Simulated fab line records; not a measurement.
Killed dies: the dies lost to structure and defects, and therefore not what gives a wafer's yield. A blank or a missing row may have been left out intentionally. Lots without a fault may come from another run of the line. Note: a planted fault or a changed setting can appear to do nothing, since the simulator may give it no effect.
What tool caused it? | flow sky130 | Sampling: 8 lots, 24 wafers, 5 of 708 route steps

== WHAT THE GAUGES READ, wafer by wafer ==
SKY_LDD_LDN_TW_MEAS_13.
lot  | measured     | on            | LDD_LDN_TW
L288 | day 22 16:56 | film-metro-04 | 1476 1469 1456
L289 | day 23 09:56 | film-metro-03 | 1478 1472 1475
L290 | day 23 14:59 | film-metro-03 | 1482 1479 1480
L291 | day 23 18:26 | film-metro-04 | 1472 1462 1470
L292 | day 24 16:46 | film-metro-03 | 1417 1413 1423
L293 | day 24 23:05 | film-metro-04 | 1410 1403 1410
L294 | day 25 08:18 | film-metro-03 | 1409 1412 1415
L295 | day 25 19:41 | film-metro-04 | 1417 1416 1408

SKY_LOCAL_INTERCONNECT_CD_MEAS_11 targets a cd of 170 nm.
lot  | measured     | on        | cd-nm (nm)
L288 | day 30 07:33 | cd-sem-02 | 169.0 170.2 169.6
L289 | day 30 21:06 | cd-sem-01 | 169.7 171.8 171.7
L290 | day 31 02:08 | cd-sem-01 | 170.7 169.2 171.7
L291 | day 31 04:36 | cd-sem-01 | 171.2 170.9 171.0
L292 | day 32 00:44 | cd-sem-02 | 169.8 169.9 169.7
L293 | day 32 04:15 | cd-sem-01 | 167.2 168.7 166.4
L294 | day 32 12:52 | cd-sem-02 | 167.4 168.0 168.2
L295 | day 33 01:10 | cd-sem-01 | 170.3 170.1 168.8

SKY_CONTACT_THK_MEAS_01.
lot  | measured     | on            | CONTACT_CVD_00_THK (nm)
L288 | day 30 08:32 | film-metro-01 | 73.5 73.7 75.8
L289 | day 30 22:02 | film-metro-01 | 74.9 74.1 75.8
L290 | day 31 03:03 | film-metro-03 | 75.1 74.2 74.9
L291 | day 31 05:33 | film-metro-01 | 74.8 75.6 75.7
L292 | day 32 01:38 | film-metro-01 | 75.2 75.4 76.2
L293 | day 32 05:21 | film-metro-01 | 75.0 75.9 75.6
L294 | day 32 13:55 | film-metro-01 | 75.9 75.2 77.0
L295 | day 33 02:10 | film-metro-03 | 75.1 75.5 74.0

SKY_METAL1_CD_MEAS_15 targets a cd of 140 nm.
lot  | measured     | on        | cd-nm (nm)
L288 | day 32 17:31 | cd-sem-02 | 141.8 140.9 141.2
L289 | day 33 06:37 | cd-sem-01 | 141.7 142.7 142.7
L290 | day 33 11:38 | cd-sem-02 | 140.0 138.9 140.5
L291 | day 33 13:18 | cd-sem-02 | 139.0 137.7 137.6
L292 | day 34 09:59 | cd-sem-02 | 139.6 141.4 142.2
L293 | day 34 13:03 | cd-sem-02 | 141.5 141.3 141.4
L294 | day 34 21:17 | cd-sem-02 | 141.3 142.3 140.0
L295 | day 35 08:50 | cd-sem-02 | 140.7 141.9 140.5

== TOOL THAT RAN EACH LOT (tool first, then ch and the chambers of the sampled wafers, then the start) ==
lot  | SKY_LDD_LDN_IMPLANT_09
L288 | implanter-04 ch 0, day 22 16:23
L289 | implanter-02 ch 0, day 23 09:23
L290 | implanter-04 ch 0, day 23 14:26
L291 | implanter-02 ch 0, day 23 17:54
L292 | implanter-02 ch 0, day 24 16:13
L293 | implanter-02 ch 0, day 24 22:32
L294 | implanter-03 ch 0, day 25 07:47
L295 | implanter-04 ch 0, day 25 19:07
- SKY_LDD_LDN_IMPLANT_09

== AS READ BY THE TOOLS THEMSELVES (means over the sampled wafers that have a number; for cases with no such wafer, the mark the record gives instead) ==
SKY_LDD_LDN_IMPLANT_09.
lot  | tool         | beam-energy-keV | end-station-pressure-torr (Torr) | faraday-current-uA
L288 | implanter-04 | 14.999          | 5.16e-06                         | 69.4
L289 | implanter-02 | 14.991          | 5.02e-06                         | 70.6
L290 | implanter-04 | 15.003          | 5.24e-06                         | 71.4
L291 | implanter-02 | 15.004          | 4.98e-06                         | 70.7
L292 | implanter-02 | 15.001          | 5.05e-06                         | 70.0
L293 | implanter-02 | 15.000          | 5.11e-06                         | 71.5
L294 | implanter-03 | 15.000          | 4.94e-06                         | 69.1
L295 | implanter-04 | 14.994          | 5.28e-06                         | 68.6

== THE ANSWER, worked out from the rows above alone ==
Rule: the usual values come from the lots themselves. The widest of any qualifying gaps counts: lots, ordered by their means at a reading, are off when they make up no more than a third of the lots, leave a main group of 4 or more, and stand apart from it by 3 or more times the standard deviation of that group's means. Not used: any main group whose means are identical at the precision the tables above print for the reading. Also off: a lot with no number at a reading for which 4 or more lots have one. All remaining lots with rows at the step are treated as sound. First the gauges in route order, then the tools' own readings, where a lot's mean is used as printed above. At the first step where some lot is off, the reading lying furthest off is the one used; lots without a number count as furthest.
No lot is off on any of the readings shown, so nothing can be concluded from this.

== WHAT THE SIMULATOR HAD PUT IN ==
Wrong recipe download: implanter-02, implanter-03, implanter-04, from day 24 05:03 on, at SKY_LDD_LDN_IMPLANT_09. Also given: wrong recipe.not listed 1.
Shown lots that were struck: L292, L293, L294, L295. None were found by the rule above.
